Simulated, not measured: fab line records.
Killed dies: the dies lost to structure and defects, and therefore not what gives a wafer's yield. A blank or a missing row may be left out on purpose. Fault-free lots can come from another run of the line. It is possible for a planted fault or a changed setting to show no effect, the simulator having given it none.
One fault through the eyes of 2 desks / flow sky130 / every desk sees just its own numbers, and what lay behind them comes last

THE METROLOGY DESK
What the gauges read, lot by lot, whatever tool the lot ran on: means of the sampled wafers that have a number. The brackets show how far a lot's mean lies from the usual mean; more than 4 standard deviations puts the lot out of limits, marked OUT.
Columns: A = cdNm at SKY_METAL2_CD_MEAS_15, usual 139.7 nm; B = METAL2_OVL at SKY_METAL2_OVL_MEAS_16, usual -1 nm; C = VIA2_HDPCVD_THK at SKY_VIA2_THK_MEAS_01, usual 1180 nm
lot=L890; first seen here=day 37 18:29; A=139.6; B=6; C=1162
lot=L891; first seen here=day 38 00:08; A=139.7; B=-4; C=1174
lot=L892; first seen here=day 38 18:20; A=141.5; B=6; C=1188
lot=L894; first seen here=day 38 19:31; A=141.5; B=1; C=1186
lot=L895; first seen here=day 39 03:25; A=141.3; B=-0; C=1209
Finding of this desk: none of the 5 lots has anything out of limits.

DESK OF THE TOOL OWNER: hdpcvd-02
The tool's own readings at SKY_VIA2_HDPCVD_00 (deposits SiO2, target thk 1180 nm, time 196.7 s): means of the sampled wafers that have a number, for each lot that ran on this tool. The brackets show how far a lot's mean lies from the usual mean; more than 4 standard deviations puts the lot out of limits, marked OUT.
Columns: A = runLengthS at SKY_VIA2_HDPCVD_00, usual 224.3 s; B = susceptorTempC at SKY_VIA2_HDPCVD_00, usual 400.03 C
lot=L892; first seen here=day 38 19:40; A=224.7; B=399.97
lot=L894; first seen here=day 38 20:31; A=224.4; B=400.08
lot=L895; first seen here=day 39 04:21; A=229.0 (+9.6) OUT; B=400.14
Finding of this desk: L895 out of limits; the first was L895 at day 39 04:21, on runLengthS at SKY_VIA2_HDPCVD_00. In limits: L892, L894.

BROUGHT TOGETHER
The tool owner's desk had the chance to raise an alarm at day 39 04:21 on L895.
The metrology desk saw nothing out of limits.
The metrology desk holds a record of L895, inside its limits.
Of the lots named, all ran SKY_VIA2_HDPCVD_00 on hdpcvd-02.

WHAT HAD BEEN PUT IN BY THE SIMULATOR
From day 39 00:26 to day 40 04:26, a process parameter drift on hdpcvd-02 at SKY_VIA2_HDPCVD_00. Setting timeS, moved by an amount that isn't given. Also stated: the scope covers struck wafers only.
Struck lots among those shown: L895.
Each desk's first reading out of limits, in hours after the fault started: the tool owner's desk, 4.
